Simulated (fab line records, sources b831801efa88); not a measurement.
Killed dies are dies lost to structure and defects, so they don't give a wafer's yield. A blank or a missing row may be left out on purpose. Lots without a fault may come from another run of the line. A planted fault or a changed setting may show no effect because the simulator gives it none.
One fault seen from 2 desks | flow gf180mcu | each desk has only its own numbers; what lay behind them comes last

THE TOOL OWNER'S DESK: pvd_sputter-01
The tool's own readings at GF_M1_SPUTTER_01 (material TiN, target thk 30 nm, time 25 s): means of the sampled wafers that have a number, for each lot that ran on this tool. A lot is out of limits, marked OUT, if its mean lies more than 4 standard deviations from the usual mean; the brackets give that distance.
Columns: A = cathode_dc_power_W at GF_M1_SPUTTER_01, usual 6500.1 W; B = throttle_valve_pct at GF_M1_SPUTTER_01, usual 29.5 %
lot  | first seen here | A                        | B
L684 | day 17 05:56    | 6501.0                   | 29.5
L687 | day 18 10:36    | 6499.7                   | 28.6
L693 | day 20 15:29    | 6499.4                   | 30.1
L696 | day 21 23:08    | 7098.3 (+99 or more) OUT | 28.2
L698 | day 22 14:26    | 7099.1 (+99 or more) OUT | 28.6
This desk's finding: out of limits on L696, L698; first on L696, day 21 23:08 (cathode_dc_power_W at GF_M1_SPUTTER_01). In limits: L684, L687, L693.

THE METROLOGY DESK
What the gauges read, lot by lot, whatever tool the lot ran on: means of the sampled wafers that have a number. A lot is out of limits, marked OUT, if its mean lies more than 4 standard deviations from the usual mean; the brackets give that distance.
Columns: A = CONTACT_OVL at GF_CONTACT_OVL_MEAS_15, usual -3 nm
lot  | first seen here | A
L682 | day 16 09:17    | -3
L683 | day 16 18:48    | -11
L684 | day 17 04:40    | 1
L685 | day 17 08:48    | -0
L686 | day 17 23:07    | -21
L687 | day 18 09:19    | 6
L691 | day 20 01:46    | 8
L692 | day 20 04:19    | -4
L693 | day 20 14:12    | -9
L694 | day 20 21:43    | -9
L696 | day 21 21:53    | -10
L698 | day 22 13:10    | -1
L704 | day 24 03:37    | -1
This desk's finding: nothing out of limits on any of the 13 lots.

PUT TOGETHER
The tool owner's desk could have raised an alarm at day 21 23:08, on L696, L698.
The metrology desk saw nothing out of limits.
The metrology desk has L696, L698 on record, within its limits.
Of the lots named, all ran GF_M1_SPUTTER_01 on pvd_sputter-01.

WHAT THE SIMULATOR HAD PUT IN
Process parameter drift: pvd_sputter-01, from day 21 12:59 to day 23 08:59, at GF_M1_SPUTTER_01. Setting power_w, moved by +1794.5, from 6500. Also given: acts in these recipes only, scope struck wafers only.
Lots struck among those shown: L696, L698.
Hours from the fault's start to each desk's first reading out of limits: the tool owner's desk, 10.
